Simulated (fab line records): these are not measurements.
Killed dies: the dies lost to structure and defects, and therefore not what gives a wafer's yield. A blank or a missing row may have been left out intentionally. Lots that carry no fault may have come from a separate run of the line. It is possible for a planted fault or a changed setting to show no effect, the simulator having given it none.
Comparing a struck lot with a sound one | flow sky130 | 14 steps out of a route of 708
Sound: wafers L287.2, L287.5, L287.6. Wafers struck: L279.2, L279.4, L279.6. At the end, the cause is stated.
For every step that has rows: the tool of each side, followed by ch and its chambers, followed by its first start. Under that, the readings that differ: sound wafers | struck wafers | difference of the means | sigmas: that difference in standard deviations of wafers without a fault.
alike: a reading whose means differ by less than 2 such deviations, as well as words and numbers matching on both sides. not compared: withheld readings; readings where some wafer has no value; bounds like >300 that might hide an equal value; numbers whose values overlap and for which the record gives no deviation.
Wherever a step has rows on one side only, a row that says differs or no value, or a row with sigmas, the two part there. Numbers that have no deviation but don't overlap get no sigmas and don't part them. Lack of a reading on every wafer of one side parts them only where that side has two or more wafers.

first, 1 step without rows for these wafers: SKY_SONOS_ONO_OXIDATION_00 (stabilise 600 s, purge 300 s, target thk 2.6 nm).
SKY_SONOS_ONO_THK_MEAS_01:
  sound on film-metro-01 at day 18 11:10; struck on film-metro-04 at day 15 03:10
  alike: SONOS_ONO_OXIDATION_THK
then, 1 step without rows for these wafers: SKY_SONOS_ONO_CVD_02 (deposits Si3N4 from DCS/NH3, target thk 10.5 nm, time 180 s).
SKY_SONOS_ONO_THK_MEAS_03:
  sound on film-metro-04 at day 18 13:17; struck on film-metro-02 at day 15 04:54
  alike: SONOS_ONO_CVD_02_THK
then, 1 step without rows for these wafers: SKY_SONOS_ONO_CVD_04 (deposits SiO2 from SiH4/N2O, target thk 5.7199 nm).
SKY_SONOS_ONO_THK_MEAS_05:
  sound on film-metro-01 at day 18 14:35; struck on film-metro-01 at day 15 06:50
  alike: SONOS_ONO_CVD_04_THK
then, 3 steps without rows for these wafers: SKY_SONOS_ONO_DEHYDRATE_06 (time 60 s); SKY_SONOS_ONO_HMDS_07 (prime time 60 s); SKY_SONOS_ONO_COAT_08 (resist thk 1140 nm).
SKY_SONOS_ONO_SOFTBAKE_09: time 60.81 s.
  sound on litho-track-02 ch 0, day 19 06:40; struck on litho-track-01 ch 0, day 15 20:07
  alike: plate-sensor-t-centre-C, plate-sensor-t-edge-C
then, 2 steps without rows for these wafers: SKY_SONOS_ONO_EXPOSE_10 (exposes mask ONOM, target cd 410 nm); SKY_SONOS_ONO_PEB_11.
SKY_SONOS_ONO_DEVELOP_12: develop time 60 s.
  struck on litho-track-02, day 16 10:16; sound on litho-track-03 ch 0, day 19 22:07
  no value came back on the struck wafers for chill-plate-temp-C (C), develop-time-s (s); on the sound wafers chill-plate-temp-C (C) reads 23.04 22.96 22.98
SKY_SONOS_ONO_CD_MEAS_13: the cd target is 410 nm.
  sound on cd-sem-01 at day 19 22:16; struck on cd-sem-01 at day 16 10:25
  reading    | sound             | struck | difference                    | sigmas
  cd-nm (nm) | 407.0 406.0 407.3 | - - -  | no value on the struck wafers |

== WHERE THEY PART ==
Last at SKY_SONOS_ONO_CD_MEAS_13 as far as this record goes, first at SKY_SONOS_ONO_DEVELOP_12.

WHY: whatever the simulator had introduced
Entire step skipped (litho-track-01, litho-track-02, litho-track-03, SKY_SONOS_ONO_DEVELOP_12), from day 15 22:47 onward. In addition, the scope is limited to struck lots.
